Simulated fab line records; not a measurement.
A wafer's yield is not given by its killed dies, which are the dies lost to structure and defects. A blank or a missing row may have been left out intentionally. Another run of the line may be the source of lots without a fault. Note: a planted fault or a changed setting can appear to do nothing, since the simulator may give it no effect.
Chamber matching / flow gf180mcu / 4 sister chambers for GF_M5_ETCH_09 on rie_diel-04
The step etches Si3N4 in CF4/O2, target depth 52 nm, time 11.6 s. 8 wafers are shown with their chamber, then 8 later ones without.

WAFERS PAIRED WITH THEIR CHAMBERS
wafer=L078.4; chamber=0; drypump_motor_current_A (A)=5.6; oes_product_au (a.u.)=1.013
wafer=L085.1; chamber=2; drypump_motor_current_A (A)=5.4; oes_product_au (a.u.)=1.009
wafer=L085.2; chamber=3; drypump_motor_current_A (A)=5.9; oes_product_au (a.u.)=1.000
wafer=L085.3; chamber=1; drypump_motor_current_A (A)=6.0; oes_product_au (a.u.)=1.009
wafer=L085.4; chamber=3; drypump_motor_current_A (A)=5.9; oes_product_au (a.u.)=1.007
wafer=L085.5; chamber=1; drypump_motor_current_A (A)=6.0; oes_product_au (a.u.)=1.016
wafer=L085.6; chamber=2; drypump_motor_current_A (A)=5.3; oes_product_au (a.u.)=1.008
wafer=L089.1; chamber=0; drypump_motor_current_A (A)=5.6; oes_product_au (a.u.)=0.996

WAFERS WITH NO CHAMBER GIVEN
wafer=L089.5; drypump_motor_current_A (A)=5.6; oes_product_au (a.u.)=0.993
wafer=L089.6; drypump_motor_current_A (A)=6.0; oes_product_au (a.u.)=1.010
wafer=L090.2; drypump_motor_current_A (A)=5.9; oes_product_au (a.u.)=1.003
wafer=L090.3; drypump_motor_current_A (A)=5.4; oes_product_au (a.u.)=1.007
wafer=L090.5; drypump_motor_current_A (A)=5.4; oes_product_au (a.u.)=1.005
wafer=L093.3; drypump_motor_current_A (A)=5.9; oes_product_au (a.u.)=1.017
wafer=L093.4; drypump_motor_current_A (A)=5.9; oes_product_au (a.u.)=1.012
wafer=L093.6; drypump_motor_current_A (A)=5.6; oes_product_au (a.u.)=1.008

WHICH CHAMBER EACH WENT THROUGH
wafer=L089.5; from the rows above=0; in truth=0
wafer=L089.6; from the rows above=1; in truth=1
wafer=L090.2; from the rows above=3; in truth=3
wafer=L090.3; from the rows above=2; in truth=2
wafer=L090.5; from the rows above=2; in truth=2
wafer=L093.3; from the rows above=can't be placed: 3 or 1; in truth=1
wafer=L093.4; from the rows above=can't be placed: 3 or 1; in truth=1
wafer=L093.6; from the rows above=0; in truth=0
6 of 8 placed correctly. Not placeable from these rows: 2 (in 2, the candidates include the true chamber). Number placed wrongly: 0.
How it was worked out, from the rows above alone: a wafer's distance from a chamber is the root of the sum, over the readings, of the square of ((its reading less the chamber's mean) divided by the reading's scatter). If the next closest chamber is less than 2 further off than the closest, the wafer can't be placed; otherwise it belongs to the closest. Each chamber's mean is taken over the wafers shown for it. The scatter is the square root of a quotient: the sum, over the shown wafers, of each reading's squared deviation from its chamber's mean, divided by wafers minus chambers.
